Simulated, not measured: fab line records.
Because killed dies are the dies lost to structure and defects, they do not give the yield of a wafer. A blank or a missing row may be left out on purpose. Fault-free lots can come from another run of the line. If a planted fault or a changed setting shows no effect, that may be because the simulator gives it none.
One fault seen from 2 desks    flow gf180mcu    what lay behind the numbers comes last; until then each desk has only its own

## FROM THE METROLOGY DESK
What the gauges read for every lot (on any tool): the sampled wafers with a number, averaged. Any lot whose mean is over 4 standard deviations away from the usual mean is out of limits and marked OUT; that distance is given in the brackets.
Columns: A = SAB_CVD_00_THK at GF_SAB_THK_MEAS_01, usual 49.3 nm; B = cdNm at GF_SAB_CD_MEAS_09, usual 419.9 nm; C = SAB_OVL at GF_SAB_OVL_MEAS_10, usual -0.9 nm
lot   first seen here  A     B      C
L663  day 14 21:58     50.3  420.6  -0.6
L664  day 15 01:07     50.1  417.3  0.5
L666  day 15 14:56     48.9  421.4  -1.8
L679  day 20 06:49     49.6  419.3  -0.8
L683  day 21 12:05     48.8  419.9  -1.3
This desk's verdict: no lot among the 5 shows anything out of limits.

## TOOL OWNER'S DESK, wetBench-01
The tool's own readings at GF_SAB_WET_ETCH_12 (etches SiO2 in dHF, target depth 22 nm, time 440 s): means of the sampled wafers that have a number, for each lot that ran on this tool. Any lot whose mean is over 4 standard deviations away from the usual mean is out of limits and marked OUT; that distance is given in the brackets.
Columns: A = bathHeatDutyPct at GF_SAB_WET_ETCH_12, usual 6.4 %; B = tempC at GF_SAB_WET_ETCH_12, usual 24.99 C
lot   first seen here  A               B
L663  day 15 18:58     6.1             25.09
L664  day 15 22:46     7.0             25.15
L666  day 16 13:07     0.0 (-8.9) OUT  18.11 (-69) OUT
Finding of this desk: L666 out of limits; the first was L666 at day 16 13:07, on bathHeatDutyPct at GF_SAB_WET_ETCH_12. In limits: L663, L664.

## PUT TOGETHER
The tool owner's desk had the chance to raise an alarm at day 16 13:07 on L666.
Nothing out of limits was seen by the metrology desk.
The metrology desk holds a record of L666, inside its limits.
The lots listed all ran GF_SAB_WET_ETCH_12 on wetBench-01.

## WHAT THE SIMULATOR HAD PUT IN
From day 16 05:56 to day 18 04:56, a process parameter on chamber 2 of wetBench-01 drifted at GF_SAB_WET_ETCH_12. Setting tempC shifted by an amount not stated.
Shown lots that were struck: L666.
Each desk's first reading out of limits, in hours after the fault started: the tool owner's desk, 7.
